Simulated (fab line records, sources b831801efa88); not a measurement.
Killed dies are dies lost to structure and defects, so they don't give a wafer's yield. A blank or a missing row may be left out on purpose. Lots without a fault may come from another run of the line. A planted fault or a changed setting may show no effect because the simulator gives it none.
A struck lot beside a sound one | flow gf180mcu | 18 steps out of a route of 602
Sound: wafers L745.3, L745.4, L745.5. Struck: wafer L763.1. (L763.4, L763.6 of the same lot were not struck and are left out.) The cause comes at the end.
At each step with rows: each side's tool, then ch and its chambers, then its first start. Under that, the readings that differ: sound wafers | struck wafers | difference of the means | sigmas: that difference in standard deviations of wafers without a fault.
alike: readings whose means differ by less than 2 such deviations, and words and numbers that are the same on both sides. not compared: withheld readings, readings that some wafer has no value for, bounds like >300 that may hide the same value, and numbers for which the record gives no deviation and whose values overlap.
The two part at a step that has a row with sigmas, a row that says differs or no value, or rows on one side only. Numbers that don't overlap but have no deviation are shown without sigmas and don't part them. A reading that every wafer of one side lacks parts them only if that side has two wafers or more.

first, 4 steps without rows for these wafers: GF_CONTACT_SOFTBAKE_10 (time 60 s); GF_CONTACT_EXPOSE_11 (exposes mask Contact, target cd 220 nm); GF_CONTACT_PEB_12 (peb time 90 s); GF_CONTACT_DEVELOP_13 (develop time 60 s).
GF_CONTACT_CD_MEAS_14: target cd 220 nm.
  sound on cd_sem-02, day 17 19:53; struck on cd_sem-01, day 23 16:46
  alike: cd_nm
GF_CONTACT_OVL_MEAS_15:
  sound on overlay-01, day 17 19:58; struck on overlay-01, day 23 16:53
  alike: CONTACT_OVL
GF_CONTACT_ETCH_16: etches BARC in N2/H2.
  sound on rie_diel-01 ch 1,2, day 17 19:59; struck on rie_diel-01 ch 0, day 23 16:56
  alike: drypump_motor_current_A, oes_product_au, throttle_valve_pct
GF_CONTACT_ETCH_17: etches SiO2 in C4F8/O2/Ar, stops on CoSi2, target depth 860 nm.
  sound on rie_diel-01 ch 1,2; struck on rie_diel-01 ch 0
  alike: oes_product_au
GF_CONTACT_STRIP_18: strips in O2/N2.
  sound on plasma_asher-01 ch 0,1, day 17 20:11; struck on plasma_asher-02 ch 1, day 23 17:05
  reading                | sound | struck | difference                   | sigmas
  rf_hours_counter_h (h) | - - - | 71     | no value on the sound wafers |
  alike: drypump_motor_current_A, heater_power_w, oes_product_au, platen_temp_c
then, 3 steps without rows for these wafers: GF_CONTACT_CLEAN_19 (cleans in SPM); GF_CONTACT_CLEAN_20 (cleans in DIW); GF_CONTACT_CLEAN_21 (cleans in dHF, time 20 s).
GF_CONTACT_SPUTTER_22: material Ti, target thk 15 nm, time 80.02 s.
  sound on pvd_sputter-02, day 17 20:28; struck on pvd_sputter-04, day 23 17:23
  reading                                    | sound             | struck | difference | sigmas
  model.Ti_of_CONTACT_SPUTTER_22.thk_nm (nm) | 14.99 15.26 15.46 | 24.69  | +9.45      |
  alike: substrate_temp_c, throttle_valve_pct
GF_CONTACT_SPUTTER_23: material TiN, target thk 10 nm, time 40 s.
  sound on pvd_sputter-02, day 17 20:31; struck on pvd_sputter-04, day 23 17:27
  alike: throttle_valve_pct
GF_CONTACT_CVD_24: deposits W, target thk 300 nm, time 90.339 s.
  sound on cvd_w-01 ch 0,1, day 17 20:36; struck on cvd_w-01 ch 1, day 23 17:29
  alike: heater_power_outer_w, heater_power_w
GF_CONTACT_RS_MEAS_25: measures by four-point-probe.
  sound on film_metro-04, day 17 20:42; struck on film_metro-03, day 23 17:53
  alike: CONTACT_W_RS
  not compared: hold
GF_CONTACT_THK_MEAS_26: measures by xrf.
  sound on film_metro-04, day 17 20:48; struck on film_metro-03, day 23 19:34
  reading | sound | struck                   | difference                   | sigmas
  hold    | - - - | await_dispo/1.6h/release | no value on the sound wafers |
  alike: CONTACT_W_THK
GF_PASSIVATION_PROBE_99:
  the record has rows for the sound wafers here (prober-02, day 30 09:52) and none for the struck ones

WHERE THEY PART
First at GF_CONTACT_STRIP_18; last, within this record, at GF_PASSIVATION_PROBE_99.

WHY: what the simulator had put in
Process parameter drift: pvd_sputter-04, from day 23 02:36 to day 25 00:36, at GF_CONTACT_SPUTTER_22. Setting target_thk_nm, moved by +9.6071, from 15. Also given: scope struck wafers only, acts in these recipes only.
